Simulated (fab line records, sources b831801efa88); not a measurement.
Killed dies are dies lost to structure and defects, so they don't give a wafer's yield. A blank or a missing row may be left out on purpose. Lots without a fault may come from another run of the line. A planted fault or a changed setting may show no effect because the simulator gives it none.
A struck lot beside a sound one | flow sky130 | 30 steps out of a route of 708
Sound: wafers L853.4, L853.5, L853.6. Struck: wafers L866.1, L866.4, L866.5. The cause comes at the end.
At each step with rows: each side's tool, then ch and its chambers, then its first start. Under that, the readings that differ: sound wafers | struck wafers | difference of the means | sigmas: that difference in standard deviations of wafers without a fault.
alike: readings whose means differ by less than 2 such deviations, and words and numbers that are the same on both sides. not compared: withheld readings, readings that some wafer has no value for, bounds like >300 that may hide the same value, and numbers for which the record gives no deviation and whose values overlap.
The two part at a step that has a row with sigmas, a row that says differs or no value, or rows on one side only. Numbers that don't overlap but have no deviation are shown without sigmas and don't part them. A reading that every wafer of one side lacks parts them only if that side has two wafers or more.

SKY_PWDE_STRIP_09: strips in O2/N2.
  sound on plasma_asher-02 ch 0,1, day 4 13:16; struck on plasma_asher-04 ch 0,1, day 7 14:26
  reading                      | sound             | struck            | difference | sigmas
  strip_time_to_endpoint_s (s) | 37.08 37.20 37.10 | 36.88 36.90 36.88 | -0.24      | -2
  alike: drypump_motor_current_A, o2_flow_sccm, oes_product_au
  not compared: rf_hours_counter_h
SKY_PWDE_TW_MEAS_10:
  sound on film_metro-03, day 4 13:22; struck on film_metro-01, day 7 14:32
  alike: PWDE_TW
then, 7 steps without rows for these wafers: SKY_NWELL_DEHYDRATE_03 (time 60 s); SKY_NWELL_HMDS_04 (prime time 60 s); SKY_NWELL_COAT_05 (resist thk 3000 nm); SKY_NWELL_SOFTBAKE_06; SKY_NWELL_EXPOSE_07 (exposes mask NWM, target cd 840 nm); SKY_NWELL_PEB_08; SKY_NWELL_DEVELOP_09 (develop time 60 s).
SKY_NWELL_OVL_MEAS_10:
  sound on overlay-02, day 5 06:43; struck on overlay-02, day 8 10:46
  alike: NWELL_00_OVL
then, 2 steps without rows for these wafers: SKY_NWELL_IMPLANT_11; SKY_NWELL_IMPLANT_12.
SKY_NWELL_IMPLANT_13:
  sound on implanter-04 ch 0, day 5 07:06; struck on implanter-02 ch 0, day 8 11:05
  reading            | sound                         | struck                        | difference | sigmas
  dose_ions_cm2      | 7.002e+11 7.008e+11 7.013e+11 | 5.068e+11 5.077e+11 5.081e+11 | -1.932e+11 | -99 or more
  faraday_current_uA | 3.87 3.89 3.99                | 2.90 2.84 2.80                | -1.07      | -14
  alike: beam_on_s, end_station_pressure_torr
SKY_NWELL_STRIP_14: strips in O2/N2.
  sound on plasma_asher-03 ch 0,1, day 5 07:13; struck on plasma_asher-03 ch 0, day 8 11:14
  alike: drypump_motor_current_A, o2_flow_sccm, oes_product_au, strip_time_to_endpoint_s
  not compared: rf_hours_counter_h
SKY_NWELL_TW_MEAS_15:
  sound on film_metro-03, day 5 07:19; struck on film_metro-04, day 8 11:20
  reading  | sound          | struck         | difference | sigmas
  NWELL_TW | 1793 1804 1804 | 1826 1821 1824 | +23        | +3
then, 7 steps without rows for these wafers: SKY_NWELL_DEHYDRATE_16 (time 60 s); SKY_NWELL_HMDS_17 (prime time 60 s); SKY_NWELL_COAT_18 (resist thk 3000 nm); SKY_NWELL_SOFTBAKE_19; SKY_NWELL_EXPOSE_20 (exposes mask NWM COMPLEMENT, target cd 840 nm); SKY_NWELL_PEB_21; SKY_NWELL_DEVELOP_22 (develop time 60 s).
SKY_NWELL_OVL_MEAS_23:
  sound on overlay-01, day 6 01:23; struck on overlay-02, day 9 08:34
  alike: NWELL_01_OVL
then, 1 step without rows for these wafers: SKY_NWELL_IMPLANT_24.
SKY_NWELL_STRIP_25: strips in O2/N2.
  sound on plasma_asher-01 ch 0,1, day 6 01:35; struck on plasma_asher-03 ch 0,1, day 9 08:44
  alike: drypump_motor_current_A, o2_flow_sccm, oes_product_au, strip_time_to_endpoint_s
  not compared: rf_hours_counter_h
SKY_NWELL_TW_MEAS_26:
  sound on film_metro-04, day 6 01:40; struck on film_metro-04, day 9 08:50
  alike: NWELL_2_TW
then, 1 step without rows for these wafers: SKY_NWELL_CLEAN_27 (cleans in SC1/SC2, time 150 s).
SKY_NWELL_RTA_28: time 30 s.
  sound on rtp_anneal-02 ch 0, day 6 01:48; struck on rtp_anneal-01 ch 0, day 9 08:58
  alike: lamp_power_pct, ramp_down_c_per_s, ramp_up_c_per_s, wafer_temp_C_max
SKY_NWELL_RS_MEAS_29: measures by four-point-probe.
  sound on film_metro-01, day 6 01:55; struck on film_metro-03, day 9 09:04
  reading           | sound             | struck            | difference | sigmas
  NWELL_RS (ohm/sq) | 624.5 624.5 626.0 | 632.0 632.2 632.9 | +7.4       | +4
-- the record jumps here: 40 days lie between the struck wafers' starts before and after (it left off in module NWELL and takes up again in module PAD_OPEN, whose first step shown is number 708 of the route) --
SKY_PAD_OPEN_PROBE_99:
  sound on prober-01, day 46 15:44; struck on prober-02, day 49 15:56
  reading                                   | sound                   | struck                  | difference | sigmas
  model.etest.pfet_g5v0d10v5.drive_ua_um    | 349.3 349.5 342.6       | 355.5 350.9 350.5       | +5.2       |
  model.etest.pfet_01v8_lvt.drive_ua_um     | 175 173.5 172.5         | 182.4 178.9 177.8       | +6.0       |
  model.etest.pfet_g5v0d10v5.off_log10_a_um | -12.28 -12.42 -12.75    | -11.31 -11.39 -11.48    | +1.09      |
  model.etest.pfet_01v8_lvt.off_log10_a_um  | -8.772 -8.693 -8.695    | -8.023 -8.509 -8.256    | +0.457     |
  model.etest.pfet_g5v0d10v5.vt_sat_v (V)   | -0.6077 -0.6092 -0.6373 | -0.5275 -0.5222 -0.5313 | +0.0911    |
  model.etest.pfet_16v.vt_v (V)             | -1.09 -1.093 -1.1       | -0.9899 -0.9974 -1      | +0.0986    |
  model.etest.pfet_g5v0d10v5.vt_v (V)       | -0.808 -0.8041 -0.8316  | -0.7471 -0.7376 -0.7443 | +0.0716    |
  alike: killed_at_M0_to_M3, killed_at_M4_up, killed_at_contacts, killed_at_front_end, killed_at_other, killed_dies, killed_open, killed_short
  not compared: model.etest.pfet_g5v0d10v5.r_on_ohm_um

WHERE THEY PART
First at SKY_PWDE_STRIP_09; last, within this record, at SKY_NWELL_RS_MEAS_29. Later steps at which nothing parts them and some readings are alike: SKY_PAD_OPEN_PROBE_99.

WHY: what the simulator had put in
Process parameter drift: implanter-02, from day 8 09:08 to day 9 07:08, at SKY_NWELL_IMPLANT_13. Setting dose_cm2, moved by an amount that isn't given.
